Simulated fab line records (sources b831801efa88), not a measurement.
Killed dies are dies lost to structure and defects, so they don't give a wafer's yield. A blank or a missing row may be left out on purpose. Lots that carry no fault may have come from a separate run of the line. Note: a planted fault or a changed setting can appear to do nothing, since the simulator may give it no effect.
The tool behind it: which one?	flow sfq line	at 1 step of a route of 325, 13 lots with 39 wafers sampled

## WHAT THE GAUGES SHOWED, per wafer
Not one reading of a measure or inspect step in the record can be checked against a usual standard deviation.

## WHAT TOOL EACH LOT RAN ON (gives the tool, then ch and the chambers of the sampled wafers, and finally the start)
lot	SFQ_TRILAYER_I4_CMP_CMP_100
L632	cmp-02 ch 1,2,3, day 36 19:00
L633	cmp-02 ch 1,2, day 37 03:30
L634	cmp-02 ch 0,1,2, day 37 07:00
L637	cmp-01 ch 0,1,2, day 44 20:29
L638	cmp-01 ch 0,1,3, day 45 06:47
L639	cmp-01 ch 0,3, day 46 01:19
L640	cmp-01 ch 0,1,2, day 46 10:20
L642	cmp-01 ch 1,2,3, day 47 16:20
L643	cmp-02 ch 1,2,3, day 48 06:05
L644	cmp-02 ch 1,2,3, day 48 08:05
L645	cmp-02 ch 0,1,3, day 48 20:05
L648	cmp-02 ch 2,3, day 49 20:07
L652	cmp-01 ch 1,3, day 51 14:00
- SFQ_TRILAYER_I4_CMP_CMP_100: polishes SiO2.

## WHAT THE TOOLS THEMSELVES READ (means of the sampled wafers that have a number; where no wafer has one, the mark that the record gives instead)
SFQ_TRILAYER_I4_CMP_CMP_100.
lot	tool	head pressure psi (psi)	motor current A (A)	time to endpoint s (s)
L632	cmp-02	3.001	10.2	215
L633	cmp-02	3.006	9.3	215
L634	cmp-02	3.002	9.5	219
L637	cmp-01	3.005	10.1	224
L638	cmp-01	2.996	10.2	217
L639	cmp-01	3.001	10.1	217
L640	cmp-01	2.995	10.2	221
L642	cmp-01	2.999	10.6	218
L643	cmp-02	3.007	10.0	222
L644	cmp-02	2.992	10.3	219
L645	cmp-02	3.003	10.5	218
L648	cmp-02	2.913	10.4	222
L652	cmp-01	3.001	10.8	216

## THE ANSWER, worked out from the rows above alone
Rule: usual is defined by the lots themselves. Put in order of their means at a reading, lots are off if they are a third of the lots or fewer, leave a main group of 4 or more, and stand apart from it by a gap of 3 or more times the standard deviation of the main group's means; of several such gaps the widest counts. A main group whose means are all the same, to the digits that the tables above print for the reading, isn't used. Also off: a lot with no number at a reading for which 4 or more lots have one. Any other lot the step has rows for is counted as sound. The gauges are gone through in route order, then the tools' own readings, and for those a lot's mean is taken as printed above. The first step at which some lot is off is used, and at that step the reading that is off furthest; a lot without a number counts as furthest.
Off at SFQ_TRILAYER_I4_CMP_CMP_100 (head pressure psi): L648. The main group: mean 3.001 psi, standard deviation 0.0043.
A tool fits if, at that step or a process step before it, it ran every lot that is off, and no sound lot after the first of them. One fits: SFQ_TRILAYER_I4_CMP_CMP_100 on cmp-02. Its last sound lot is L645 (day 48 20:05), its first lot that is off L648 (day 49 20:07): a fault that began between those two fits.
The tool's own readings at SFQ_TRILAYER_I4_CMP_CMP_100 bear it out: on the lots that are off they differ by more than 5 times the standard deviation of the sound lots' means. head pressure psi reads 2.913 psi there against 3.001 psi on the sound lots.

## WHAT WAS PUT IN BY THE SIMULATOR
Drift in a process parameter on cmp-02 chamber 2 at SFQ_TRILAYER_I4_CMP_CMP_100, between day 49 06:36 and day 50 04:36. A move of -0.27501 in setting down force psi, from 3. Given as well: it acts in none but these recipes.
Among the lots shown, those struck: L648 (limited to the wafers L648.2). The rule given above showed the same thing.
